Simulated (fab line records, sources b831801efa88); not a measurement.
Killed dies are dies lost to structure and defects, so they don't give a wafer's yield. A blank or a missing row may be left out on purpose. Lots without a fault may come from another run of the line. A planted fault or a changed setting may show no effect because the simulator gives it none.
Which tool did it? | flow gf180mcu | 13 lots, 39 wafers sampled, at 4 steps of a route of 602

WHAT THE GAUGES READ, wafer by wafer
GF_V5_THK_MEAS_03. Usual: V5_CVD_02_THK 1450 nm, standard deviation 18.
lot  | measured     | on            | V5_CVD_02_THK (nm) | flag
L679 | day 26 05:35 | film_metro-01 | 1453 1478 1469     |
L680 | day 26 15:31 | film_metro-01 | 1463 1456 1463     |
L681 | day 27 08:26 | film_metro-01 | 1435 1461 1465     |
L683 | day 27 13:36 | film_metro-03 | 1451 1467 1481     |
L682 | day 27 18:05 | film_metro-01 | 1417 1468 1445     |
L686 | day 28 17:45 | film_metro-03 | 1453 1470 1446     |
L688 | day 29 02:02 | film_metro-02 | 1448 1479 1476     |
L689 | day 29 12:55 | film_metro-01 | 1437 1443 1458     |
L690 | day 29 15:41 | film_metro-02 | 1439 1466 1442     |
L691 | day 30 02:29 | film_metro-02 | 1438 1442 1442     |
L692 | day 30 11:05 | film_metro-01 | 1429 1464 1465     |
L694 | day 30 23:08 | film_metro-03 | 1430 1486 1467     |
L693 | day 31 01:52 | film_metro-03 | 1438 1428 1434     |

GF_V5_RS_MEAS_24: measures by four-point-probe. Usual: V5_W_RS 0.325 ohm/sq, standard deviation 0.0031.
lot  | measured     | on            | V5_W_RS (ohm/sq)  | flag
L679 | day 27 04:01 | film_metro-01 | 0.324 0.322 0.321 |
L680 | day 27 12:50 | film_metro-01 | 0.323 0.323 0.323 |
L681 | day 28 05:04 | film_metro-02 | 0.331 0.331 0.332 |
L683 | day 28 10:40 | film_metro-02 | 0.329 0.323 0.327 |
L682 | day 28 14:59 | film_metro-01 | 0.325 0.322 0.328 |
L686 | day 29 14:35 | film_metro-02 | 0.323 0.321 0.323 |
L688 | day 29 21:54 | film_metro-01 | 0.328 0.323 0.326 |
L689 | day 30 08:49 | film_metro-02 | 0.330 0.332 0.325 |
L690 | day 30 11:54 | film_metro-01 | 0.326 0.329 0.329 |
L691 | day 30 22:25 | film_metro-02 | 0.326 0.330 0.327 |
L692 | day 31 06:07 | film_metro-03 | 0.329 0.330 0.331 |
L694 | day 31 17:52 | film_metro-02 | 0.324 0.326 0.329 |
L693 | day 31 20:28 | film_metro-02 | 0.328 0.328 0.325 |

WHICH TOOL RAN EACH LOT (tool, then ch and the chambers of the sampled wafers, then the start)
lot  | GF_V5_CMP_04                  | GF_V5_ETCH_17
L679 | cmp-01 ch 0,1,2, day 26 05:43 | rie_diel-01 ch 0,1,2, day 27 04:01 or earlier
L680 | cmp-02 ch 0,2,3, day 26 15:38 | rie_diel-03 ch 1,2, day 27 12:50 or earlier
L681 | cmp-01 ch 1,2,3, day 27 08:32 | rie_diel-04 ch 0,1, day 28 05:04 or earlier
L683 | cmp-01 ch 2,3, day 27 13:43   | rie_diel-04 ch 0,3, day 28 10:40 or earlier
L682 | cmp-02 ch 0,1,2, day 27 18:14 | rie_diel-03 ch 2,3, day 28 14:59 or earlier
L686 | cmp-02 ch 0,2,3, day 28 17:54 | rie_diel-04 ch 0,1, day 29 14:35 or earlier
L688 | cmp-01 ch 0,3, day 29 02:05   | rie_diel-03 ch 1,2,3, day 29 21:54 or earlier
L689 | cmp-01 ch 0,1,3, day 29 13:02 | rie_diel-03 ch 1,3, day 30 08:49 or earlier
L690 | cmp-02 ch 1,2,3, day 29 15:47 | rie_diel-01 ch 2,3, day 30 11:54 or earlier
L691 | cmp-02 ch 1,2,3, day 30 02:38 | rie_diel-01 ch 1,3, day 30 22:25 or earlier
L692 | cmp-02 ch 2,3, day 30 11:08   | rie_diel-03 ch 0,3, day 31 06:07 or earlier
L694 | cmp-02 ch 1,2,3, day 30 23:17 | rie_diel-01 ch 1,2, day 31 17:52 or earlier
L693 | cmp-02 ch 0,2,3, day 31 02:01 | rie_diel-03 ch 2,3, day 31 20:28 or earlier
- GF_V5_CMP_04: polishes SiO2.
- GF_V5_ETCH_17: etches SiO2 in C4F8/O2/Ar, stops on TiN, target depth 855 nm.

WHAT THE TOOLS THEMSELVES READ (means of the sampled wafers that have a number; where no wafer has one, the mark that the record gives instead)
GF_V5_CMP_04. Usual: motor_current_A 12.1 A, standard deviation 1.5; slurry_flow_ml_min 150.0, standard deviation 0.46.
lot  | tool   | motor_current_A (A) | slurry_flow_ml_min | flag
L679 | cmp-01 | 12.6                | 150.0              |
L680 | cmp-02 | 12.3                | 150.1              |
L681 | cmp-01 | 10.9                | 149.9              |
L683 | cmp-01 | 11.8                | 150.1              |
L682 | cmp-02 | 12.1                | 149.4              |
L686 | cmp-02 | 11.9                | 150.2              |
L688 | cmp-01 | 11.7                | 149.2              |
L689 | cmp-01 | 11.9                | 149.9              |
L690 | cmp-02 | 12.7                | 149.7              |
L691 | cmp-02 | 12.3                | 150.1              |
L692 | cmp-02 | 11.5                | 150.3              |
L694 | cmp-02 | 13.1                | 150.1              |
L693 | cmp-02 | 11.9                | 150.6              |

GF_V5_ETCH_17. Usual: chamber_pressure_mTorr 40.00 mTorr, standard deviation 0.037; oes_product_au 0.859 a.u., standard deviation 0.0048.
lot  | tool        | chamber_pressure_mTorr (mTorr) | oes_product_au (a.u.) | flag
L679 | rie_diel-01 | 39.99                          | 0.856                 |
L680 | rie_diel-03 | 40.01                          | 0.860                 |
L681 | rie_diel-04 | 40.00                          | 0.857                 |
L683 | rie_diel-04 | 40.01                          | 0.852                 |
L682 | rie_diel-03 | 39.98                          | 0.860                 |
L686 | rie_diel-04 | 40.00                          | 0.861                 |
L688 | rie_diel-03 | 40.03                          | 0.859                 |
L689 | rie_diel-03 | 39.98                          | 0.857                 |
L690 | rie_diel-01 | 40.02                          | 0.863                 |
L691 | rie_diel-01 | 40.00                          | 0.860                 |
L692 | rie_diel-03 | 39.97                          | 0.857                 |
L694 | rie_diel-01 | 39.99                          | 0.935                 | OFF
L693 | rie_diel-03 | 40.00                          | 0.940                 | OFF

THE ANSWER, worked out from the rows above alone
Rule: a lot is off if the mean of its wafers that have a number lies more than 3 standard deviations from the usual mean. A lot without any number at a reading at which 4 lots or more have one is off too. The other lots that the step has rows for count as sound. The gauges are gone through in route order, then the tools' own readings, and for those a lot's mean is taken as printed above. The first step at which some lot is off is used, and at that step the reading that is off furthest; a lot without a number counts as furthest.
Off: L694, L693, at GF_V5_ETCH_17 (oes_product_au).
A tool fits if, at that step or a process step before it, it ran every lot that is off, and no sound lot after the first of them. GF_V5_ETCH_17 gives no start for some lots, so the hours and the order of its lots are those of GF_V5_RS_MEAS_24. One fits: cmp-02 at GF_V5_CMP_04. Its last sound lot is L692 (day 30 11:08), its first lot that is off L694 (day 30 23:17): a fault that began between those two fits.

WHAT THE SIMULATOR HAD PUT IN
Process parameter drift: cmp-02, from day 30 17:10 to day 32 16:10, at GF_V5_CMP_04. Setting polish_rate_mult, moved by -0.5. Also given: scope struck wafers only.
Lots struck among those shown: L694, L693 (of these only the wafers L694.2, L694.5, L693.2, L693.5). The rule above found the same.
